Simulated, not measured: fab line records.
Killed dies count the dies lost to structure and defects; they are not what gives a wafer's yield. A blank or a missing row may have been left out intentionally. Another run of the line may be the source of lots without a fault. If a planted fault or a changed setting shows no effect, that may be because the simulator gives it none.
fab line records | flow sky130 | part 2 of 2: steps 31 to 40 of 40
record lots=5 wafers=15 last-day=50
route steps=708 shown GATE_OXIDE@191 POLY_GATE@204 RES_PROTECT@206
lots untouched by any fault: they come from a run of this same line in which no faults occurred
start-h: hours from the record's opening day to when the first of the lot's shown wafers began | wait-h: time in hours since the lot's previous step | " the same as in the row above | L1.1+2: a row that stands for several wafers | - no value present, or no start provided | * or withheld: withheld | < > ~ a bound
route shown NAME@n: a module of which the file shows steps, and the number in the route of the first | usual: mean/standard deviation of fault-free wafers | same: alike in all rows | chamber/n: place in a boat | sites: each site's reading | _std_site: standard deviation across them | _edge_site: outer sites' mean less inner sites' | radius-mm: how far each site lies from the wafer's centre | mask NAME#n: copy n | behind: the tool/chamber that last shaped the wafer | hold: cause of the lot's hold/its duration in hours/its outcome | device: names the non-switching transistor (n, p or np) | end of line: the route-end tests of the same wafers | a step without rows: its recipe alone | killed: not the wafer's yield, but the dies lost to structure and defects at the first sort | map: per-die view of a wafer (x killed, . not killed, _ where there is no die)
set.NAME: the setting the step ran with; set.NAME@STEP: the setting that earlier step ran with | model.NAME: the simulator's own value behind a step, which no gauge read
certain route steps with their lots: each step a table, each wafer a row
services: when a tool's chamber went out of use (start-h, in hours from the record's first day, below 0 if earlier), for how many hours, and the reason
## steps
# step SKY_POLY_GATE_COAT_07
# recipe resist=BARC temp-c=withheld time-s=withheld spin-rpm=3000 resist-thk-nm=110
# usual spin-speed-rpm=3000.1/1.9
# columns lot.wafer tool chamber start-h wait-h spin-speed-rpm
L079.3 litho-track-03 0 405.45 0.1 3000.2
L079.5 " 0 " " 2999.2
L079.6 " 0 " " 3001.1
L086.3 litho-track-04 0 460.52 0.1 2999.3
L086.4 " 0 " " 2999.4
L086.5 " 0 " " 3001.4
L092.1 litho-track-03 0 517.25 0.1 2999.0
L092.3 " 0 " " 3000.3
L092.6 " 0 " " 3000.4
L096.2 litho-track-03 0 541.58 0.1 2997.1
L096.4 " 0 " " 2998.2
L096.5 " 0 " " 2999.4
L097.1 litho-track-04 0 553.67 0.1 2996.9
L097.5 " 0 " " 3002.0
L097.6 " 0 " " 3001.7
# step SKY_POLY_GATE_COAT_08
# recipe resist=KrF-thick spin-rpm=3000 resist-thk-nm=450
# usual spin-speed-rpm=2999.5/1.9
# columns lot.wafer tool chamber start-h wait-h spin-speed-rpm
L079.3 litho-track-03 0 - - 3003.7
L079.5 " 0 " " 2998.8
L079.6 " 0 " " 2997.9
L086.3 litho-track-04 0 - - 2996.4
L086.4 " 0 " " 2998.0
L086.5 " 0 " " 2998.8
L092.1 litho-track-03 0 - - 2997.7
L092.3 " 0 " " 2998.7
L092.6 " 0 " " 2998.2
L096.2 litho-track-03 0 - - 2998.9
L096.4 " 0 " " 2996.1
L096.5 " 0 " " 3000.8
L097.1 litho-track-04 0 - - 2997.9
L097.5 " 0 " " 3000.0
L097.6 " 0 " " 2997.2
# step SKY_POLY_GATE_SOFTBAKE_09
# recipe temp-c=100.9 time-s=90 resist=KrF-thick
# columns lot.wafer tool chamber start-h wait-h
L079.3+5+6 litho-track-03 0 - -
L086.3+4+5 litho-track-04 0 - -
L092.1+3+6 litho-track-03 0 - -
L096.2+4+5 litho-track-03 0 - -
L097.1+5+6 litho-track-04 0 - -
# step SKY_POLY_GATE_EXPOSE_10
# recipe mask-id=P1M na=0.68 source-shape=conventional sigma-outer=0.6 target-cd-nm=150 dose-mj=28
# usual focus-offset-nm=0.0/0.58
# columns lot.wafer tool chamber start-h wait-h mask focus-offset-nm
L079.3 krf-scanner-01 0 - - P1M#0 0.6
L079.5 " 0 " " P1M#0 -0.5
L079.6 " 0 " " P1M#0 0.9
L086.3 krf-scanner-01 0 - - P1M#0 -0.3
L086.4 " 0 " " P1M#0 -0.8
L086.5 " 0 " " P1M#0 -0.1
L092.1 krf-scanner-02 0 - - P1M#0 0.4
L092.3 " 0 " " P1M#0 0.3
L092.6 " 0 " " P1M#0 0.4
L096.2 krf-scanner-01 0 - - P1M#0 -1.0
L096.4 " 0 " " P1M#0 -0.3
L096.5 " 0 " " P1M#0 -0.6
L097.1 krf-scanner-02 0 - - P1M#0 -0.6
L097.5 " 0 " " P1M#0 0.2
L097.6 " 0 " " P1M#0 -0.2
# step SKY_POLY_GATE_PEB_11
# recipe peb-temp-c=withheld peb-time-s=withheld resist=KrF-thick
# columns lot.wafer tool chamber start-h wait-h
L079.3+5+6 litho-track-01 0 - -
L086.3+4+5 litho-track-04 0 - -
L092.1+3+6 litho-track-03 0 - -
L096.2+4+5 litho-track-03 0 - -
L097.1+5+6 litho-track-01 0 - -
# step SKY_POLY_GATE_DEVELOP_12
# recipe develop-time-s=60 resist=KrF-thick dev-temp-c=21
# usual developer-temp-C=20.97/0.12
# columns lot.wafer tool chamber start-h wait-h developer-temp-C
L079.3 litho-track-01 0 - - 20.88
L079.5 " 0 " " 20.95
L079.6 " 0 " " 21.00
L086.3 litho-track-04 0 - - 20.82
L086.4 " 0 " " 21.05
L086.5 " 0 " " 20.89
L092.1 litho-track-03 0 - - 21.08
L092.3 " 0 " " 21.00
L092.6 " 0 " " 20.85
L096.2 litho-track-03 0 - - 20.93
L096.4 " 0 " " 20.95
L096.5 " 0 " " 21.06
L097.1 litho-track-01 0 - - 20.97
L097.5 " 0 " " 20.94
L097.6 " 0 " " 20.99
# step SKY_POLY_GATE_CD_MEAS_13
# recipe target-cd-nm=150
# usual cd-nm=149.8/1.7
# columns lot.wafer tool chamber start-h wait-h cd-nm
L079.3 cd-sem-02 - 421.21 - 146.1
L079.5 " - " " 145.3
L079.6 " - " " 145.3
L086.3 cd-sem-01 - 476.16 - 148.3
L086.4 " - " " 148.2
L086.5 " - " " 148.0
L092.1 cd-sem-02 - 532.45 - 152.1
L092.3 " - " " 151.2
L092.6 " - " " 150.8
L096.2 cd-sem-02 - 556.87 - 147.6
L096.4 " - " " 147.6
L096.5 " - " " 147.6
L097.1 cd-sem-01 - 569.37 - 150.2
L097.5 " - " " 150.3
L097.6 " - " " 149.8
# step SKY_POLY_GATE_OVL_MEAS_14
# usual POLY_GATE_OVL=-1/5.4
# columns lot.wafer tool chamber start-h wait-h POLY_GATE_OVL[nm]
L079.3 overlay-02 - 421.30 0.1 -5
L079.5 " - " " -6
L079.6 " - " " -6
L086.3 overlay-02 - 476.25 0.1 1
L086.4 " - " " -7
L086.5 " - " " -5
L092.1 overlay-02 - 532.57 0.1 -3
L092.3 " - " " -2
L092.6 " - " " 1
L096.2 overlay-02 - 556.98 0.1 -10
L096.4 " - " " -1
L096.5 " - " " -12
L097.1 overlay-02 - 569.49 0.1 0
L097.5 " - " " 9
L097.6 " - " " 5
# step SKY_POLY_GATE_ETCH_15
# recipe chemistry=N2/H2 target=BARC ion-energy-ev=200 source-w=500 bias-w=100 pressure-mtorr=30 n2-flow-sccm=100 h2-flow-sccm=200 stop-on=SiO2 time-s=118.5 target-depth-a=1100
# usual drypump-motor-current-A=5.7/0.52 oes-product-au=0.717/0.0046 throttle-valve-pct=13.213/0.0084
# columns lot.wafer tool chamber start-h wait-h drypump-motor-current-A oes-product-au rf-hours-counter-h throttle-valve-pct
L079.3 rie-diel-02 3 421.32 0.0 5.4 0.715 11 13.194
L079.5 " 1 " " 5.0 0.710 - 13.213
L079.6 " 3 " " 5.4 0.714 - 13.213
L086.3 rie-diel-04 2 476.28 0.0 5.7 0.717 0 13.222
L086.4 " 3 " " 5.3 0.718 11 13.223
L086.5 " 1 " " 5.1 0.718 - 13.221
L092.1 rie-diel-02 0 532.61 0.0 6.4 0.723 0 13.216
L092.3 " 2 " " 5.7 0.716 2 13.200
L092.6 " 3 " " 5.4 0.721 - 13.214
L096.2 rie-diel-04 1 557.01 0.0 5.1 0.720 81 13.202
L096.4 " 0 " " 6.0 0.715 25 13.205
L096.5 " 0 " " 6.0 0.724 - 13.215
L097.1 rie-diel-01 1 569.52 0.0 5.1 0.718 51 13.206
L097.5 " 3 " " 6.5 0.715 - 13.215
L097.6 " 2 " " 6.7 0.713 - 13.210
# step SKY_POLY_GATE_ETCH_16
# recipe stop-on=poly-Si chemistry=CH3F/O2 target=Si3N4 source-w=400 bias-w=80 pressure-mtorr=25 ch3f-flow-sccm=40 O2_flow_sccm=30 time-s=147.5 target-depth-a=750
# usual drypump-motor-current-A=5.7/0.52 oes-product-au=0.642/0.005 throttle-valve-pct=10.536/0.0099
# columns lot.wafer tool chamber start-h wait-h drypump-motor-current-A oes-product-au rf-hours-counter-h throttle-valve-pct
L079.3 rie-diel-02 3 421.41 0.0 5.4 0.636 11 10.548
L079.5 " 1 " " 5.0 0.638 - 10.527
L079.6 " 3 " " 5.4 0.637 - 10.539
L086.3 rie-diel-04 2 476.36 0.0 5.8 0.651 0 10.527
L086.4 " 3 " " 5.3 0.644 11 10.529
L086.5 " 1 " " 5.1 0.637 - 10.560
L092.1 rie-diel-02 0 532.69 0.0 6.3 0.640 0 10.535
L092.3 " 2 " " 5.7 0.632 2 10.523
L092.6 " 3 " " 5.4 0.641 - 10.497
L096.2 rie-diel-04 1 557.09 0.0 5.1 0.644 81 10.547
L096.4 " 0 " " 6.0 0.655 25 10.536
L096.5 " 0 " " 6.0 0.642 - 10.526
L097.1 rie-diel-01 1 569.61 0.0 5.2 0.646 51 10.533
L097.5 " 3 " " 6.5 0.640 - 10.526
L097.6 " 2 " " 6.7 0.643 - 10.551
## services
# columns tool chamber start-h hours kind
rie-diel-02 0 339.60 7.6 repair
rie-diel-04 2 348.23 7.4 repair
rie-diel-02 - 354.53 0.7 repair
rie-diel-04 1 357.35 8.5 repair
lpcvd-02 - 375.22 0.8 repair
rie-diel-02 3 384.89 6.0 repair
implanter-03 - 408.45 14.1 pm
plasma-asher-02 - 416.88 3.7 repair
plasma-asher-02 - 421.25 9.0 pm
rie-diel-04 1 436.78 2.5 repair
iline-stepper-02 - 437.25 2.1 pm
wet-bench-02 - 448.12 0.9 repair
implanter-03 - 450.43 6.2 pm
iline-stepper-01 - 454.71 2.1 pm
wet-bench-02 - 459.66 0.7 repair
rie-diel-02 3 473.82 39.4 repair
plasma-asher-02 - 478.98 2.8 pm
iline-stepper-02 - 497.23 1.7 pm
implanter-03 - 514.47 2.1 repair
implanter-03 - 516.10 4.0 repair
plasma-asher-02 - 544.48 4.2 repair
rie-diel-02 - 552.96 28.1 pm
implanter-03 - 557.72 2.2 repair
lpcvd-01 - 563.70 1.3 repair
